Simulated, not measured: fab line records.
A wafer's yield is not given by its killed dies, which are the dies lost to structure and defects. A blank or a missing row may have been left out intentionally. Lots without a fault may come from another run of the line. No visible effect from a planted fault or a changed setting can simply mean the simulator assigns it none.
A single fault, viewed from 2 desks :: flow sky130 :: each desk has only its own numbers; what lay behind them comes last

AT THE TOOL OWNER'S DESK: implanter-01
The tool's own readings at SKY_LDD_N_IMPLANT_10, given as means over the sampled wafers that have a number, one for each lot that went through this tool. If a lot's mean is further than 4 standard deviations from the usual mean, the lot is out of limits and carries the mark OUT (the distance appears in the brackets).
Columns: A = beam-on-s at SKY_LDD_N_IMPLANT_10, usual 10.01 s; B = dose-ions-cm2 at SKY_LDD_N_IMPLANT_10, usual 7.5e+13; C = faraday-current-uA at SKY_LDD_N_IMPLANT_10, usual 422
lot: L130
first seen here: day 20 11:44
A: 9.86
B: 7.5e+13
C: 427

lot: L131
first seen here: day 20 14:14
A: 10.04
B: 7.5e+13
C: 423

lot: L132
first seen here: day 20 18:57
A: 10.16
B: 7.5e+13
C: 416

lot: L134
first seen here: day 22 12:41
A: 9.88
B: 7.5e+13
C: 427

lot: L135
first seen here: day 22 16:13
A: 9.90
B: 7.5e+13
C: 427

lot: L141
first seen here: day 24 01:36
A: 34.28 (+99 or more) OUT
B: 3.4e+14 (+99 or more) OUT
C: 555 (+17) OUT

lot: L142
first seen here: day 24 04:28
A: 34.35 (+99 or more) OUT
B: 3.4e+14 (+99 or more) OUT
C: 553 (+16) OUT

lot: L144
first seen here: day 24 23:28
A: 34.31 (+99 or more) OUT
B: 3.4e+14 (+99 or more) OUT
C: 553 (+16) OUT
This desk's finding: out of limits on L141, L142, L144; first on L141, day 24 01:36 (beam-on-s at SKY_LDD_N_IMPLANT_10). L130, L131, L132, L134, L135: within limits.

METROLOGY DESK
What the gauges read, lot by lot, whatever tool the lot ran on: means of the sampled wafers that have a number. If a lot's mean is further than 4 standard deviations from the usual mean, the lot is out of limits and carries the mark OUT (the distance appears in the brackets).
Columns: A = POLY_GATE_CVD_00_THK at SKY_POLY_GATE_THK_MEAS_01, usual 179.8 nm; B = POLY_GATE_OXIDATION_THK at SKY_POLY_GATE_THK_MEAS_21, usual 4.02 nm; C = LDD_N_TW at SKY_LDD_N_TW_MEAS_17, usual 2594; D = LDD_P_OVL at SKY_LDD_P_OVL_MEAS_08, usual 0.7 nm
lot: L125
first seen here: day 14 22:23
A: 179.3
B: 4.18
C: 2601
D: 0.2

lot: L127
first seen here: day 15 08:06
A: 179.4
B: 4.05
C: 2604
D: 2.3

lot: L130
first seen here: day 16 12:50
A: 179.9
B: 3.95
C: 2609
D: 1.4

lot: L129
first seen here: day 16 14:21
A: 181.8
B: 4.19
C: 2559
D: -1.4

lot: L131
first seen here: day 16 14:22
A: 181.0
B: 4.17
C: 2605
D: 0.3

lot: L132
first seen here: day 16 19:22
A: 181.0
B: 4.12
C: 2589
D: 2.3

lot: L134
first seen here: day 18 12:07
A: 179.4
B: 4.00
C: 2602
D: 1.3

lot: L135
first seen here: day 18 14:35
A: 182.2
B: 4.00
C: 2609
D: 0.2

lot: L136
first seen here: day 18 14:35
A: 178.0
B: 4.02
C: 2604
D: 1.2

lot: L141
first seen here: day 19 23:24
A: 178.7
B: 3.92
C: 2846 (+16) OUT
D: 0.8

lot: L142
first seen here: day 20 04:15
A: 180.1
B: 3.89
C: 2861 (+17) OUT
D: -1.3

lot: L144
first seen here: day 21 00:56
A: 178.2
B: 3.92
C: 2876 (+18) OUT
D: -0.6
Per this desk, out of limits: L141, L142, L144; the first was L141, day 24 02:36 (LDD_N_TW at SKY_LDD_N_TW_MEAS_17). L125, L127, L130, L129, L131, L132, L134, L135, L136: within limits.

PUT TOGETHER
On L141, L142, L144, at day 24 01:36, an alarm was possible from the tool owner's desk.
An alarm was possible from the metrology desk at day 24 02:36, on L141, L142, L144.
Of the lots named, all ran SKY_LDD_N_IMPLANT_10 on implanter-01.

WHAT THE SIMULATOR PUT IN
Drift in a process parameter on implanter-01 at SKY_LDD_N_IMPLANT_10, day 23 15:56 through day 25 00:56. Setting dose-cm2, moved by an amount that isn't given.
Struck lots among those shown: L141, L142, L144.
Fault start to first reading out of limits, in hours, per desk: tool owner, 10; metrology, 11.
